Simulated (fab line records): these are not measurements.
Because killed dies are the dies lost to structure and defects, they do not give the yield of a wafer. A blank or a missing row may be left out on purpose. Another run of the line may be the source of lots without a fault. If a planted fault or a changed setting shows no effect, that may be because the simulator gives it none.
2 desks, one fault    flow gf180mcu    numbers are kept per desk, each desk with only its own; the story behind them comes last

AT THE TOOL OWNER'S DESK: plasmaAsher-02
The tool's own readings at GF_NWELL_STRIP_10 (strips in O2/N2): means of the sampled wafers that have a number, for each lot that ran on this tool. The brackets show how far a lot's mean lies from the usual mean; more than 4 standard deviations puts the lot out of limits, marked OUT.
Columns: A = drypumpMotorCurrentA at GF_NWELL_STRIP_10, usual 5.71 A; B = heaterPowerW at GF_NWELL_STRIP_10, usual 319 W; C = oesProductAu at GF_NWELL_STRIP_10, usual 0.722 a.u.; D = stripTimeToEndpointS at GF_NWELL_STRIP_10, usual 36.92 s
lot   first seen here  A     B    C      D
L826  day 3 08:25      5.57  318  0.720  36.98
L827  day 3 14:25      5.65  315  0.720  37.01
L832  day 4 16:37      5.57  317  0.722  36.79
L838  day 5 23:43      5.59  314  0.725  36.85
This desk found nothing out of limits on any of the 4 lots.

METROLOGY DESK
Lot by lot, what the gauges showed, no matter which tool ran the lot: averages of those sampled wafers that carry a number. The brackets show how far a lot's mean lies from the usual mean; more than 4 standard deviations puts the lot out of limits, marked OUT.
Columns: A = cdNm at GF_M5_CD_MEAS_07, usual 280.1 nm; B = cdNm at GF_V5_CD_MEAS_14, usual 260.2 nm
lot   first seen here  A      B
L826  day 26 06:08     280.0  260.6
L827  day 26 12:28     279.8  261.4
L828  day 26 18:07     279.5  258.8
L830  day 27 14:07     280.9  260.0
L832  day 28 00:46     279.0  257.4
L833  day 28 09:01     277.3  258.7
L838  day 29 21:38     280.0  259.6
L839  day 30 06:07     280.7  260.6
L844  day 31 13:31     280.5  260.1
L847  day 32 10:36     282.2  262.4
L849  day 32 21:19     279.2  260.9
This desk found nothing out of limits on any of the 11 lots.

BROUGHT TOGETHER
Nothing out of limits was seen by the tool owner's desk.
The metrology desk saw nothing out of limits.

WHAT HAD BEEN PUT IN BY THE SIMULATOR
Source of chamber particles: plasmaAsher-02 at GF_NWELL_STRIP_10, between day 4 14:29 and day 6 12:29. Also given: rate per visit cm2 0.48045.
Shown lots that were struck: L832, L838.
